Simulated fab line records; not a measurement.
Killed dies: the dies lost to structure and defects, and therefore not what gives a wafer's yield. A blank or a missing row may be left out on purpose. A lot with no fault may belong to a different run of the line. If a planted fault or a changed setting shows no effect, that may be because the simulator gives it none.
2 desks looking at one fault / flow sfq line / every desk sees just its own numbers, and what lay behind them comes last

AT THE METROLOGY DESK
Means of the sampled wafers that have a number, per lot and without regard to the tool the lot ran on: this is what the gauges read. The brackets show how far a lot's mean lies from the usual mean; more than 4 standard deviations puts the lot out of limits, marked OUT.
Columns: A = I0_OVL at SFQ_I0_OVL_MEAS_908, usual 1 nm; B = M1_NB_RS at SFQ_M1_RS_MEAS_909, usual 0.885 ohm/sq; C = M1_OVL at SFQ_M1_OVL_MEAS_911, usual 2 nm; D = I1_BOW at SFQ_I1_BOW_MEAS_912, usual 0 um; E = I1_OVL at SFQ_I1_OVL_MEAS_913, usual 1 nm; F = M8_BOW at SFQ_M8_BOW_MEAS_951, usual 9 um
lot=L674; first seen here=day 11 07:05; A=-3; B=0.888; C=0; D=-2; E=-2; F=-10
lot=L677; first seen here=day 12 01:05; A=4; B=0.959 (+7.9) OUT; C=2; D=-9; E=-7; F=2
lot=L678; first seen here=day 12 08:17; A=-0; B=0.878; C=3; D=-9; E=1; F=5
lot=L679; first seen here=day 12 09:30; A=4; B=0.940 (+5.9) OUT; C=-4; D=2; E=6; F=13
lot=L689; first seen here=day 15 19:10; A=-0; B=0.887; C=7; D=3; E=-4; F=15
lot=L691; first seen here=day 16 05:59; A=3; B=0.907; C=2; D=0; E=-2; F=18
This desk finds L677, L679 out of limits, with the earliest case on L677 at day 12 02:10 (M1_NB_RS at SFQ_M1_RS_MEAS_909). L674, L678, L689, L691: within limits.

FOR THE TOOL OWNER'S DESK: pvd sputter-03
The tool's own readings at SFQ_TRILAYER_M1_DEP_SPUTTER_037 (material Nb, target thk 200 nm, time 133.3 s): means of the sampled wafers that have a number, for each lot that ran on this tool. The brackets show how far a lot's mean lies from the usual mean; more than 4 standard deviations puts the lot out of limits, marked OUT.
Columns: A = throttle valve pct at SFQ_TRILAYER_M1_DEP_SPUTTER_037, usual 30.0 %
lot=L677; first seen here=day 12 02:05; A=29.7
lot=L679; first seen here=day 12 11:05; A=29.5
lot=L689; first seen here=day 15 20:10; A=29.0
This desk's finding: nothing out of limits on any of the 3 lots.

TAKEN TOGETHER
The metrology desk could have raised an alarm at day 12 02:10, on L677, L679.
The desk of the tool owner found nothing out of limits.
Tool owner's desk: L677, L679 on record, inside its limits.
SFQ_TRILAYER_M1_DEP_SPUTTER_037 was run on pvd sputter-03 by each of the lots named.

WHAT THE SIMULATOR PUT IN
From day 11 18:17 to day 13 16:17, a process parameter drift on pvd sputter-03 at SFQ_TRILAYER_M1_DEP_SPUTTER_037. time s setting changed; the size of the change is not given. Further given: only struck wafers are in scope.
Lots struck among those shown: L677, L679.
Delay in hours, fault start to first out-of-limits reading, per desk: metrology desk 8.
